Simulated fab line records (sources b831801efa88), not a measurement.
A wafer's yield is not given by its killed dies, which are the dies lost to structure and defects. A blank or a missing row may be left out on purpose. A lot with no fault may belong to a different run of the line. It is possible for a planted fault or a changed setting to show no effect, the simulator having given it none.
fab line records	flow sky130
record lots=5	wafers=15	last_day=50
route steps=708 shown CAPM@538 METAL3@555
lots untouched by any fault: they come from a run of this same line in which no faults occurred
start_h: hours from the record's opening day to when the first of the lot's shown wafers began	wait_h: hours elapsed since this lot's preceding step	" unchanged from the row above	L1.1+2: a row that stands for several wafers	- no value, or no start given	* or withheld: withheld	< > ~ a bound
route shown NAME@n: names a module that has steps shown in the file, with the first one's number in the route	usual: mean/standard deviation taken from wafers without a fault	same: alike in all rows	chamber/n: place in a boat	sites: the reading at each site	_std_site: standard deviation across them	_edge_site: inner sites' mean taken away from outer sites' mean	radius_mm: how far each site lies from the wafer's centre	mask NAME#n: copy n	behind: tool/chamber where the wafer was last shaped	hold: why the lot was held/for how many hours/how that ended	device: the n, p or np transistor that did not switch	end of line: the tests these same wafers got at the end of their route	a step with no rows: only its recipe	killed: dies lost to structure and defects at the first sort, not the wafer's yield	map: a wafer's dies, marking killed ones x, the rest . and places with no die _
set.NAME: the setting as run; set.NAME@STEP: as run at that earlier step	model.NAME: the simulator's own value behind a step, which no gauge read
a table for each step, a row for each wafer; lots at some steps of the route
services: the hour from which a tool's chamber was out of use, counted from the record's first day as start_h (under 0 if before that day), plus the number of hours and why
## steps
# step SKY_CAPM_THK_MEAS_01
# recipe reads=SiO2_of_CAPM_CVD_00
# usual CAPM_CVD_00_THK=15.53/0.23
lot.wafer	tool	chamber	start_h	wait_h	CAPM_CVD_00_THK[nm]
L076.2	film_metro-02	-	855.48	-	15.19
L076.4	"	-	"	"	16.11
L076.6	"	-	"	"	15.71
L081.1	film_metro-01	-	904.02	-	15.28
L081.3	"	-	"	"	15.23
L081.6	"	-	"	"	15.51
L088.1	film_metro-01	-	973.18	-	15.10
L088.3	"	-	"	"	15.35
L088.4	"	-	"	"	15.49
L092.2	film_metro-03	-	979.81	-	15.57
L092.4	"	-	"	"	15.65
L092.6	"	-	"	"	15.54
L096.3	film_metro-02	-	1005.40	-	15.39
L096.4	"	-	"	"	15.68
L096.5	"	-	"	"	15.32
# step SKY_CAPM_SPUTTER_02
# recipe material=TiN	target_thk_nm=200	temp_c=300	power_w=6500	time_s=166.7	chamber_pressure_pa=0.4
# usual throttle_valve_pct=30.0/0.55
lot.wafer	tool	chamber	start_h	wait_h	throttle_valve_pct
L076.2	pvd_sputter-02	-	855.53	0.0	30.1
L076.4	"	-	"	"	30.3
L076.6	"	-	"	"	29.7
L081.1	pvd_sputter-04	-	904.08	0.1	28.5
L081.3	"	-	"	"	30.4
L081.6	"	-	"	"	30.5
L088.1	pvd_sputter-02	-	973.24	0.1	30.4
L088.3	"	-	"	"	29.3
L088.4	"	-	"	"	29.9
L092.2	pvd_sputter-01	-	979.86	0.0	29.6
L092.4	"	-	"	"	29.7
L092.6	"	-	"	"	31.7
L096.3	pvd_sputter-02	-	1005.44	0.0	30.1
L096.4	"	-	"	"	29.7
L096.5	"	-	"	"	30.3
# step SKY_CAPM_RS_MEAS_03
# recipe thk_meas_gauge=four-point-probe	reads=TiN_of_CAPM_SPUTTER_02
# usual CAPM_TIN_RS=6.90/0.096
lot.wafer	tool	chamber	start_h	wait_h	CAPM_TIN_RS[ohm/sq]
L076.2	film_metro-01	-	855.66	0.1	7.14
L076.4	"	-	"	"	6.94
L076.6	"	-	"	"	6.90
L081.1	film_metro-03	-	904.19	0.1	6.86
L081.3	"	-	"	"	6.92
L081.6	"	-	"	"	6.89
L088.1	film_metro-01	-	973.35	0.1	6.85
L088.3	"	-	"	"	6.89
L088.4	"	-	"	"	6.86
L092.2	film_metro-02	-	979.99	0.1	6.93
L092.4	"	-	"	"	6.93
L092.6	"	-	"	"	6.91
L096.3	film_metro-01	-	1005.59	0.1	7.05
L096.4	"	-	"	"	6.85
L096.5	"	-	"	"	6.88
# step SKY_CAPM_THK_MEAS_04
# recipe thk_meas_gauge=xrf	reads=TiN_of_CAPM_SPUTTER_02
# usual CAPM_TIN_THK=201.9/3
lot.wafer	tool	chamber	start_h	wait_h	CAPM_TIN_THK[nm]
L076.2	film_metro-01	-	855.77	0.1	195.5
L076.4	"	-	"	"	201.4
L076.6	"	-	"	"	201.0
L081.1	film_metro-03	-	904.31	0.1	202.1
L081.3	"	-	"	"	202.3
L081.6	"	-	"	"	201.8
L088.1	film_metro-01	-	973.47	0.1	204.2
L088.3	"	-	"	"	201.4
L088.4	"	-	"	"	203.1
L092.2	film_metro-02	-	980.10	0.1	202.7
L092.4	"	-	"	"	202.3
L092.6	"	-	"	"	203.1
L096.3	film_metro-01	-	1005.69	0.1	197.0
L096.4	"	-	"	"	203.0
L096.5	"	-	"	"	202.2
# step SKY_CAPM_DEHYDRATE_05
# recipe temp_c=200	time_s=60
lot.wafer	tool	chamber	start_h	wait_h
L076.2+4+6	litho_track-04	0	869.03	13.3
L081.1+3+6	litho_track-01	0	916.18	11.9
L088.1+3+4	litho_track-01	0	983.33	9.9
L092.2+4+6	litho_track-03	0	990.41	10.3
L096.3+4+5	litho_track-03	0	1016.24	10.5
# step SKY_CAPM_HMDS_06
# recipe prime_time_s=60	prime_temp_c=120
# usual prime_temp_c=120.02/0.15
lot.wafer	tool	chamber	start_h	wait_h	prime_temp_c
L076.2	litho_track-04	0	869.18	0.1	120.20
L076.4	"	0	"	"	120.01
L076.6	"	0	"	"	119.88
L081.1	litho_track-01	0	916.33	0.1	119.99
L081.3	"	0	"	"	120.13
L081.6	"	0	"	"	120.04
L088.1	litho_track-01	0	983.48	0.1	120.00
L088.3	"	0	"	"	119.88
L088.4	"	0	"	"	119.83
L092.2	litho_track-03	0	990.56	0.1	120.52
L092.4	"	0	"	"	120.24
L092.6	"	0	"	"	120.37
L096.3	litho_track-03	0	1016.39	0.1	120.01
L096.4	"	0	"	"	119.88
L096.5	"	0	"	"	119.85
# step SKY_CAPM_COAT_07
# recipe resist=NOVOLAK	spin_rpm=3000	resist_thk_nm=1140
lot.wafer	tool	chamber	start_h	wait_h
L076.2+4+6	litho_track-04	0	869.33	0.1
L081.1+3+6	litho_track-01	0	916.48	0.1
L088.1+3+4	litho_track-01	0	983.63	0.1
L092.2+4+6	litho_track-03	0	990.71	0.1
L096.3+4+5	litho_track-03	0	1016.54	0.1
# step SKY_CAPM_SOFTBAKE_08
# recipe temp_c=90	time_s=60	resist=NOVOLAK
lot.wafer	tool	chamber	start_h	wait_h
L076.2+4+6	litho_track-04	0	869.48	0.1
L081.1+3+6	litho_track-01	0	916.63	0.1
L088.1+3+4	litho_track-01	0	983.78	0.1
L092.2+4+6	litho_track-03	0	990.86	0.1
L096.3+4+5	litho_track-03	0	1016.69	0.1
# step SKY_CAPM_EXPOSE_09
# recipe mask_id=CAPM	na=0.6	source_shape=conventional	sigma_outer=0.6	polarization=unpolarized	target_cd_nm=1000	dose_mj=159
lot.wafer	tool	chamber	start_h	wait_h	mask
L076.2+4+6	iline_stepper-02	0	-	-	CAPM#0
L081.1+3+6	iline_stepper-02	0	-	-	CAPM#0
L088.1+3+4	iline_stepper-02	0	-	-	CAPM#0
L092.2+4+6	iline_stepper-02	0	-	-	CAPM#0
L096.3+4+5	iline_stepper-02	0	-	-	CAPM#0
# step SKY_CAPM_PEB_10
# recipe temp_c=withheld	time_s=*	resist=NOVOLAK
lot.wafer	tool	chamber	start_h	wait_h
L076.2+4+6	litho_track-01	0	-	-
L081.1+3+6	litho_track-03	0	-	-
L088.1+3+4	litho_track-04	0	-	-
L092.2+4+6	litho_track-03	0	-	-
L096.3+4+5	litho_track-01	0	-	-
# step SKY_CAPM_DEVELOP_11
# recipe resist=NOVOLAK	developer=TMAH	develop_time_s=60	dev_temp_c=23
lot.wafer	tool	chamber	start_h	wait_h
L076.2+4+6	litho_track-01	0	881.31	0.1
L081.1+3+6	litho_track-03	0	928.99	0.1
L088.1+3+4	litho_track-04	0	995.31	0.1
L092.2+4+6	litho_track-03	0	1002.91	0.1
L096.3+4+5	litho_track-01	0	1028.38	0.1
# step SKY_CAPM_OVL_MEAS_12
# usual CAPM_OVL=-0.3/1.2
lot.wafer	tool	chamber	start_h	wait_h	CAPM_OVL[nm]
L076.2	overlay-01	-	881.44	0.1	1.2
L076.4	"	-	"	"	0.4
L076.6	"	-	"	"	1.1
L081.1	overlay-01	-	929.14	0.1	0.2
L081.3	"	-	"	"	1.3
L081.6	"	-	"	"	1.6
L088.1	overlay-02	-	995.46	0.1	-1.9
L088.3	"	-	"	"	-0.3
L088.4	"	-	"	"	-2.1
L092.2	overlay-01	-	1003.04	0.1	0.2
L092.4	"	-	"	"	-0.3
L092.6	"	-	"	"	-0.4
L096.3	overlay-02	-	1028.49	0.1	-2.4
L096.4	"	-	"	"	-2.3
L096.5	"	-	"	"	-1.5
# step SKY_CAPM_METAL_ETCH_13
# recipe target_depth_nm=220	stop_on=SiO2	chemistry=Cl2/BCl3	target=TiN	pressure_mtorr=10	icp_w=900	bias_w=48.5	Cl2_flow_sccm=60	bcl3_flow_sccm=30	time_s=62.9
# usual bias_w=48.50/0.16	drypump_motor_current_A=5.95/0.21	oes_product_au=0.941/0.0088	throttle_valve_pct=21.901/0.011
lot.wafer	tool	chamber	start_h	wait_h	bias_w	drypump_motor_current_A	oes_product_au	rf_hours_counter_h	throttle_valve_pct
L076.2	rie_metal-04	0	881.47	0.0	48.80	6.09	0.932	15	21.904
L076.4	"	1	"	"	48.73	6.13	0.932	-	21.910
L076.6	"	1	"	"	48.45	6.15	0.939	-	21.901
L081.1	rie_metal-04	1	929.17	0.0	48.46	6.15	0.944	14	21.903
L081.3	"	1	"	"	48.49	6.13	0.944	-	21.908
L081.6	"	0	"	"	48.42	6.10	0.937	-	21.898
L088.1	rie_metal-04	1	995.49	0.0	48.39	6.12	0.949	18	21.897
L088.3	"	0	"	"	48.36	6.11	0.939	-	21.900
L088.4	"	1	"	"	48.74	6.13	0.937	-	21.888
L092.2	rie_metal-04	1	1003.07	0.0	48.52	6.15	0.933	18	21.907
L092.4	"	1	"	"	48.39	6.17	0.938	-	21.906
L092.6	"	1	"	"	48.18	6.13	0.942	-	21.907
L096.3	rie_metal-03	0	1028.54	0.0	48.18	6.09	0.932	-	21.917
L096.4	"	1	"	"	48.59	5.66	0.946	-	21.904
L096.5	"	0	"	"	48.20	6.09	0.937	-	21.891
# step SKY_CAPM_STRIP_14
# recipe chemistry=O2/N2	power_w=1400	pressure_mtorr=1500	platen_temp_c=withheld	o2_flow_sccm=3000	n2_flow_sccm=300	overash_fraction=0.5
# usual drypump_motor_current_A=5.5/0.39	oes_product_au=0.710/0.0044	strip_time_to_endpoint_s=12.65/0.046
lot.wafer	tool	chamber	start_h	wait_h	drypump_motor_current_A	oes_product_au	rf_hours_counter_h	strip_time_to_endpoint_s
L076.2	plasma_asher-01	1	881.54	0.1	5.8	0.705	72	12.69
L076.4	"	0	"	"	5.3	0.710	-	12.72
L076.6	"	1	"	"	5.8	0.708	-	12.69
L081.1	plasma_asher-03	0	929.25	0.1	5.8	0.705	51	12.69
L081.3	"	1	"	"	6.0	0.707	-	12.66
L081.6	"	1	"	"	6.0	0.704	-	12.61
L088.1	plasma_asher-03	0	995.57	0.1	5.8	0.713	58	12.62
L088.3	"	0	"	"	5.8	0.714	-	12.67
L088.4	"	1	"	"	6.0	0.717	-	12.62
L092.2	plasma_asher-02	0	1003.15	0.1	5.0	0.710	26	12.62
L092.4	"	0	"	"	5.0	0.713	-	12.64
L092.6	"	1	"	"	5.0	0.707	-	12.56
L096.3	plasma_asher-01	1	1028.63	0.1	5.8	0.719	-	12.75
L096.4	"	0	"	"	5.4	0.712	-	12.73
L096.5	"	0	"	"	5.4	0.715	-	12.70
# step SKY_CAPM_STRIP_15
# recipe chemistry=post_etch_residue_remover	time_s=1200	temp_c=72.5
# usual bath_heat_duty_pct=14.4/1.7
lot.wafer	tool	chamber	start_h	wait_h	bath_heat_duty_pct
L076.2	wet_bench-04	1	881.64	0.1	14.9
L076.4	"	1	"	"	16.7
L076.6	"	1	"	"	15.4
L081.1	wet_bench-04	1	929.35	0.1	15.4
L081.3	"	1	"	"	14.1
L081.6	"	1	"	"	14.6
L088.1	wet_bench-03	1	995.67	0.1	15.5
L088.3	"	1	"	"	14.8
L088.4	"	1	"	"	15.8
L092.2	wet_bench-01	0	1003.29	0.1	12.6
L092.4	"	0	"	"	13.1
L092.6	"	0	"	"	13.7
L096.3	wet_bench-03	2	1028.69	0.0	14.6
L096.4	"	2	"	"	15.4
L096.5	"	2	"	"	14.6
# step SKY_CAPM_CLEAN_16
# recipe chemistry=IPA	time_s=180	temp_c=25
# usual bath_heat_duty_pct=6.6/0.92
lot.wafer	tool	chamber	start_h	wait_h	bath_heat_duty_pct
L076.2	wet_bench-03	0	882.02	0.0	5.5
L076.4	"	0	"	"	5.5
L076.6	"	0	"	"	5.9
L081.1	wet_bench-01	1	929.69	0.0	7.1
L081.3	"	1	"	"	8.7
L081.6	"	1	"	"	8.5
L088.1	wet_bench-01	1	996.35	0.0	7.9
L088.3	"	1	"	"	7.9
L088.4	"	1	"	"	8.4
L092.2	wet_bench-04	1	1003.66	0.0	6.6
L092.4	"	1	"	"	6.8
L092.6	"	1	"	"	5.8
L096.3	wet_bench-01	1	1029.04	0.0	7.9
L096.4	"	1	"	"	7.7
L096.5	"	1	"	"	7.6
# step SKY_CAPM_CLEAN_17
# recipe chemistry=O3/DIW	dry=n2_spin
lot.wafer	tool	chamber	start_h	wait_h
L076.2+4+6	wet_bench-01	3	882.08	0.0
L081.1+3+6	wet_bench-03	1	929.75	0.0
L088.1+3+4	wet_bench-03	0	996.41	0.0
L092.2+4+6	wet_bench-04	0	1003.71	0.0
L096.3+4+5	wet_bench-03	2	1029.09	0.0
# step SKY_METAL3_DEHYDRATE_05
# recipe temp_c=200	time_s=60
lot.wafer	tool	chamber	start_h	wait_h
L076.2+4+6	litho_track-04	0	894.23	12.1
L081.1+3+6	litho_track-02	0	941.05	11.2
L088.1+3+4	litho_track-01	0	1006.73	10.2
L092.2+4+6	litho_track-02	0	1013.73	9.9
L096.3+4+5	litho_track-04	0	1039.06	9.9
# step SKY_METAL3_HMDS_06
# recipe prime_time_s=60	prime_temp_c=120
# usual prime_temp_c=119.99/0.15
lot.wafer	tool	chamber	start_h	wait_h	prime_temp_c
L076.2	litho_track-04	0	894.38	0.1	120.02
L076.4	"	0	"	"	119.99
L076.6	"	0	"	"	120.12
L081.1	litho_track-02	0	941.20	0.1	120.02
L081.3	"	0	"	"	120.11
L081.6	"	0	"	"	119.98
L088.1	litho_track-01	0	1006.88	0.1	120.16
L088.3	"	0	"	"	120.06
L088.4	"	0	"	"	120.00
L092.2	litho_track-02	0	1013.88	0.1	120.07
L092.4	"	0	"	"	120.09
L092.6	"	0	"	"	120.02
L096.3	litho_track-04	0	1039.21	0.1	119.81
L096.4	"	0	"	"	119.97
L096.5	"	0	"	"	120.14
# step SKY_METAL3_COAT_07
# recipe resist=BARC	temp_c=withheld	time_s=withheld	spin_rpm=3000	resist_thk_nm=60
lot.wafer	tool	chamber	start_h	wait_h
L076.2+4+6	litho_track-04	0	894.53	0.1
L081.1+3+6	litho_track-02	0	941.35	0.1
L088.1+3+4	litho_track-01	0	1007.03	0.1
L092.2+4+6	litho_track-02	0	1014.03	0.1
L096.3+4+5	litho_track-04	0	1039.36	0.1
# step SKY_METAL3_COAT_08
# recipe resist=KrF-thick	spin_rpm=2929	resist_thk_nm=1140
lot.wafer	tool	chamber	start_h	wait_h
L076.2+4+6	litho_track-04	0	-	-
L081.1+3+6	litho_track-02	0	-	-
L088.1+3+4	litho_track-01	0	-	-
L092.2+4+6	litho_track-02	0	-	-
L096.3+4+5	litho_track-04	0	-	-
# step SKY_METAL3_SOFTBAKE_09
# recipe temp_c=100	time_s=90	resist=KrF-thick
lot.wafer	tool	chamber	start_h	wait_h
L076.2+4+6	litho_track-04	0	-	-
L081.1+3+6	litho_track-02	0	-	-
L088.1+3+4	litho_track-01	0	-	-
L092.2+4+6	litho_track-02	0	-	-
L096.3+4+5	litho_track-04	0	-	-
# step SKY_METAL3_EXPOSE_10
# recipe mask_id=MM3	na=0.68	source_shape=annular	sigma_inner=0.4	sigma_outer=0.8	target_cd_nm=300	dose_mj=28
lot.wafer	tool	chamber	start_h	wait_h	mask
L076.2+4+6	krf_scanner-02	0	-	-	MM3#0
L081.1+3+6	krf_scanner-01	0	-	-	MM3#0
L088.1+3+4	krf_scanner-01	0	-	-	MM3#0
L092.2+4+6	krf_scanner-02	0	-	-	MM3#0
L096.3+4+5	krf_scanner-01	0	-	-	MM3#0
# step SKY_METAL3_PEB_11
# recipe peb_temp_c=withheld	peb_time_s=withheld	resist=KrF-thick
lot.wafer	tool	chamber	start_h	wait_h
L076.2+4+6	litho_track-02	0	-	-
L081.1+3+6	litho_track-02	0	-	-
L088.1+3+4	litho_track-02	0	-	-
L092.2+4+6	litho_track-02	0	-	-
L096.3+4+5	litho_track-01	0	-	-
# step SKY_METAL3_DEVELOP_12
# recipe develop_time_s=60	resist=KrF-thick	dev_temp_c=21
lot.wafer	tool	chamber	start_h	wait_h
L076.2+4+6	litho_track-02	0	-	-
L081.1+3+6	litho_track-02	0	-	-
L088.1+3+4	litho_track-02	0	-	-
L092.2+4+6	litho_track-02	0	-	-
L096.3+4+5	litho_track-01	0	-	-
# step SKY_METAL3_CD_MEAS_13
# recipe target_cd_nm=300
# usual cd_nm=300.3/1.3
lot.wafer	tool	chamber	start_h	wait_h	cd_nm
L076.2	cd_sem-02	-	906.82	-	299.4
L076.4	"	-	"	"	298.8
L076.6	"	-	"	"	299.6
L081.1	cd_sem-01	-	953.70	-	299.0
L081.3	"	-	"	"	300.3
L081.6	"	-	"	"	299.6
L088.1	cd_sem-02	-	1018.80	-	297.3
L088.3	"	-	"	"	296.8
L088.4	"	-	"	"	297.7
L092.2	cd_sem-02	-	1026.57	-	299.8
L092.4	"	-	"	"	301.6
L092.6	"	-	"	"	302.0
L096.3	cd_sem-01	-	1051.17	-	300.0
L096.4	"	-	"	"	300.9
L096.5	"	-	"	"	300.2
# step SKY_METAL3_OVL_MEAS_14
# usual METAL3_OVL=1/4.5
lot.wafer	tool	chamber	start_h	wait_h	METAL3_OVL[nm]
L076.2	overlay-01	-	906.93	0.1	14
L076.4	"	-	"	"	8
L076.6	"	-	"	"	8
L081.1	overlay-02	-	953.82	0.1	3
L081.3	"	-	"	"	3
L081.6	"	-	"	"	5
L088.1	overlay-01	-	1018.92	0.1	-6
L088.3	"	-	"	"	-6
L088.4	"	-	"	"	-6
L092.2	overlay-01	-	1026.68	0.1	1
L092.4	"	-	"	"	3
L092.6	"	-	"	"	3
L096.3	overlay-02	-	1051.26	0.1	4
L096.4	"	-	"	"	12
L096.5	"	-	"	"	8
# step SKY_METAL3_DESCUM_15
# recipe chemistry=O2	source_power_w=150	bias_power_w=0	pressure_mtorr=10	temp_c=40	time_s=8
# usual drypump_motor_current_A=5.8/0.38	oes_product_au=0.996/0.011
lot.wafer	tool	chamber	start_h	wait_h	drypump_motor_current_A	oes_product_au	rf_hours_counter_h
L076.2	rie_metal-02	1	906.96	0.0	5.2	1.000	15
L076.4	"	0	"	"	6.4	0.989	-
L076.6	"	0	"	"	6.3	0.989	-
L081.1	rie_metal-01	0	953.86	0.0	5.6	0.998	15
L081.3	"	1	"	"	6.0	0.980	-
L081.6	"	1	"	"	6.0	0.978	-
L088.1	rie_metal-03	1	1018.96	0.0	5.6	0.984	11
L088.3	"	0	"	"	6.1	0.981	-
L088.4	"	1	"	"	5.6	0.988	-
L092.2	rie_metal-01	0	1026.71	0.0	5.6	1.003	19
L092.4	"	1	"	"	6.0	0.975	-
L092.6	"	1	"	"	6.0	0.978	-
L096.3	rie_metal-01	0	1051.30	0.0	5.6	1.011	-
L096.4	"	1	"	"	6.0	0.988	-
L096.5	"	0	"	"	5.6	1.009	-
# step SKY_METAL3_ETCH_16
# recipe chemistry=N2/H2	target=BARC	ion_energy_ev=200	bias_w=100	pressure_mtorr=30	n2_flow_sccm=100	h2_flow_sccm=200	icp_w=500	stop_on=SiO2	time_s=88.2	target_depth_a=600
# usual bias_w=99.98/0.28	drypump_motor_current_A=5.8/0.38	oes_product_au=0.625/0.0039	throttle_valve_pct=13.205/0.0095
lot.wafer	tool	chamber	start_h	wait_h	bias_w	drypump_motor_current_A	oes_product_au	rf_hours_counter_h	throttle_valve_pct
L076.2	rie_metal-02	1	906.99	0.0	100.46	5.2	0.626	15	13.214
L076.4	"	0	"	"	100.08	6.4	0.623	-	13.226
L076.6	"	0	"	"	99.81	6.4	0.625	-	13.203
L081.1	rie_metal-01	0	953.89	0.0	99.98	5.6	0.627	15	13.196
L081.3	"	1	"	"	99.56	6.0	0.627	-	13.202
L081.6	"	1	"	"	100.08	6.0	0.624	-	13.209
L088.1	rie_metal-03	1	1018.99	0.0	99.88	5.6	0.619	11	13.219
L088.3	"	0	"	"	99.89	6.1	0.628	-	13.196
L088.4	"	1	"	"	100.30	5.6	0.626	-	13.215
L092.2	rie_metal-01	0	1026.74	0.0	99.57	5.6	0.627	19	13.203
L092.4	"	1	"	"	100.02	6.0	0.629	-	13.205
L092.6	"	1	"	"	99.92	6.0	0.628	-	13.199
L096.3	rie_metal-01	0	1051.35	0.0	99.62	5.6	0.627	-	13.213
L096.4	"	1	"	"	100.02	6.0	0.629	-	13.210
L096.5	"	0	"	"	99.62	5.6	0.629	-	13.212
# step SKY_METAL3_ETCH_17
# recipe target=SiO2	stop_on=TiN	chemistry=C4F8/O2/Ar	source_w=1500	bias_w=1200	pressure_mtorr=40	c4f8_flow_sccm=withheld	O2_flow_sccm=6	Ar_flow_sccm=300	time_s=3.9	target_depth_a=150
# usual bias_w=1200/3.4	oes_product_au=0.755/0.0074
lot.wafer	tool	chamber	start_h	wait_h	bias_w	oes_product_au
L076.2	rie_diel-04	1	907.09	0.1	1196	0.762
L076.4	"	0	"	"	1201	0.768
L076.6	"	1	"	"	1196	0.752
L081.1	rie_diel-01	2	953.99	0.1	1202	0.759
L081.3	"	1	"	"	1198	0.749
L081.6	"	2	"	"	1203	0.749
L088.1	rie_diel-01	1	1019.09	0.1	1205	0.743
L088.3	"	3	"	"	1203	0.758
L088.4	"	2	"	"	1199	0.755
L092.2	rie_diel-04	1	1026.84	0.1	1211	0.747
L092.4	"	0	"	"	1197	0.756
L092.6	"	3	"	"	1201	0.756
L096.3	rie_diel-04	3	1051.42	0.0	1206	0.753
L096.4	"	1	"	"	1201	0.762
L096.5	"	3	"	"	1203	0.755
# step SKY_METAL3_METAL_ETCH_18
# recipe target_depth_a=8450	stop_on=SiO2	over_etch_frac=0.3	time_s=183.1	chemistry=Cl2/BCl3	resist_sidewall_deg=88	pressure_mtorr=10	icp_w=900	bias_w=48.5	Cl2_flow_sccm=60	bcl3_flow_sccm=30
# usual bias_w=48.50/0.13	drypump_motor_current_A=5.8/0.4	oes_product_au=0.864/0.0066	throttle_valve_pct=22.265/0.0098
lot.wafer	tool	chamber	start_h	wait_h	bias_w	drypump_motor_current_A	oes_product_au	rf_hours_counter_h	throttle_valve_pct
L076.2	rie_metal-03	0	907.11	0.0	48.26	6.1	0.866	10	22.258
L076.4	"	1	"	"	48.38	5.6	0.871	-	22.264
L076.6	"	0	"	"	48.44	6.1	0.864	-	22.255
L081.1	rie_metal-02	0	954.01	0.0	48.54	6.3	0.862	13	22.284
L081.3	"	0	"	"	48.31	6.4	0.863	-	22.261
L081.6	"	0	"	"	48.45	6.4	0.861	-	22.256
L088.1	rie_metal-02	1	1019.11	0.0	48.33	5.2	0.867	20	22.271
L088.3	"	0	"	"	48.66	6.4	0.854	-	22.271
L088.4	"	1	"	"	48.36	5.2	0.864	-	22.259
L092.2	rie_metal-03	1	1026.86	0.0	48.63	5.6	0.867	11	22.271
L092.4	"	0	"	"	48.56	6.1	0.870	-	22.238
L092.6	"	1	"	"	48.50	5.6	0.861	-	22.273
L096.3	rie_metal-03	0	1051.50	0.1	48.28	6.1	0.872	-	22.267
L096.4	"	1	"	"	48.72	5.6	0.861	-	22.260
L096.5	"	1	"	"	48.90	5.6	0.873	-	22.275
# step SKY_METAL3_STRIP_19
# recipe chemistry=O2/N2	power_w=1400	pressure_mtorr=1500	platen_temp_c=withheld	o2_flow_sccm=3000	n2_flow_sccm=300	overash_fraction=0.5
# usual drypump_motor_current_A=5.6/0.39	oes_product_au=0.510/0.0067	strip_time_to_endpoint_s=6.72/0.088
lot.wafer	tool	chamber	start_h	wait_h	drypump_motor_current_A	oes_product_au	rf_hours_counter_h	strip_time_to_endpoint_s
L076.2	plasma_asher-03	0	907.28	0.1	5.8	0.514	49	6.70
L076.4	"	1	"	"	5.9	0.512	-	6.69
L076.6	"	1	"	"	6.0	0.504	-	6.67
L081.1	plasma_asher-04	1	954.19	0.1	5.8	0.520	111	6.80
L081.3	"	1	"	"	5.9	0.516	-	6.83
L081.6	"	1	"	"	5.9	0.517	-	6.83
L088.1	plasma_asher-04	0	1019.29	0.1	4.9	0.511	116	6.62
L088.3	"	0	"	"	5.0	0.517	-	6.80
L088.4	"	1	"	"	5.9	0.510	-	6.63
L092.2	plasma_asher-04	0	1027.04	0.1	5.0	0.517	117	6.74
L092.4	"	1	"	"	5.8	0.502	-	6.76
L092.6	"	0	"	"	5.0	0.512	-	6.74
L096.3	plasma_asher-03	0	1051.65	0.1	5.8	0.516	-	6.68
L096.4	"	1	"	"	6.0	0.517	-	6.86
L096.5	"	1	"	"	6.0	0.513	-	6.75
# step SKY_METAL3_STRIP_20
# recipe chemistry=post_etch_residue_remover	time_s=1200	temp_c=72.5
# usual bath_heat_duty_pct=15.2/1.9
lot.wafer	tool	chamber	start_h	wait_h	bath_heat_duty_pct
L076.2	wet_bench-02	2	907.38	0.1	11.3
L076.4	"	2	"	"	13.5
L076.6	"	2	"	"	11.5
L081.1	wet_bench-04	2	954.29	0.1	15.0
L081.3	"	2	"	"	14.6
L081.6	"	2	"	"	15.4
L088.1	wet_bench-02	3	1019.39	0.1	15.5
L088.3	"	3	"	"	15.9
L088.4	"	3	"	"	13.9
L092.2	wet_bench-04	1	1027.14	0.1	14.3
L092.4	"	1	"	"	13.6
L092.6	"	1	"	"	16.0
L096.3	wet_bench-04	1	1051.71	0.0	14.7
L096.4	"	1	"	"	13.9
L096.5	"	1	"	"	15.0
# step SKY_METAL3_CLEAN_21
# recipe chemistry=IPA	time_s=180	temp_c=25
# usual bath_heat_duty_pct=6.9/0.91
lot.wafer	tool	chamber	start_h	wait_h	bath_heat_duty_pct
L076.2	wet_bench-01	1	907.79	0.0	7.8
L076.4	"	1	"	"	7.6
L076.6	"	1	"	"	7.7
L081.1	wet_bench-04	1	954.63	0.0	6.5
L081.3	"	1	"	"	6.4
L081.6	"	1	"	"	6.4
L088.1	wet_bench-04	1	1019.73	0.0	6.6
L088.3	"	1	"	"	7.2
L088.4	"	1	"	"	6.6
L092.2	wet_bench-02	1	1027.48	0.0	8.0
L092.4	"	1	"	"	8.6
L092.6	"	1	"	"	7.0
L096.3	wet_bench-01	1	1052.06	0.0	7.5
L096.4	"	1	"	"	7.6
L096.5	"	1	"	"	8.2
## services
tool	chamber	start_h	hours	kind
rie_metal-01	1	839.44	32.8	repair
rie_metal-03	0	841.50	3.7	repair
rie_metal-03	-	843.18	2.8	pm
pvd_sputter-02	-	844.61	2.9	repair
plasma_asher-04	-	863.47	1.0	repair
rie_diel-04	3	866.94	5.2	repair
krf_scanner-01	-	880.52	3.6	pm
rie_metal-03	-	880.65	0.1	repair
rie_metal-02	-	886.63	0.2	repair
rie_metal-01	-	895.79	14.6	pm
pvd_sputter-02	-	910.62	4.6	repair
rie_diel-04	-	919.36	14.6	pm
krf_scanner-01	-	920.15	0.8	pm
iline_stepper-02	-	923.87	1.7	pm
pvd_sputter-02	-	929.41	2.2	repair
rie_diel-04	1	936.10	18.6	repair
wet_bench-03	-	937.39	3.4	repair
rie_diel-04	3	940.46	3.5	repair
rie_diel-04	-	945.68	10.7	repair
krf_scanner-01	-	950.30	1.0	pm
rie_diel-04	0	962.54	6.4	repair
rie_metal-04	-	988.89	2.8	pm
rie_metal-01	-	989.50	1.4	pm
wet_bench-03	-	999.84	4.4	pm
## key
fault none
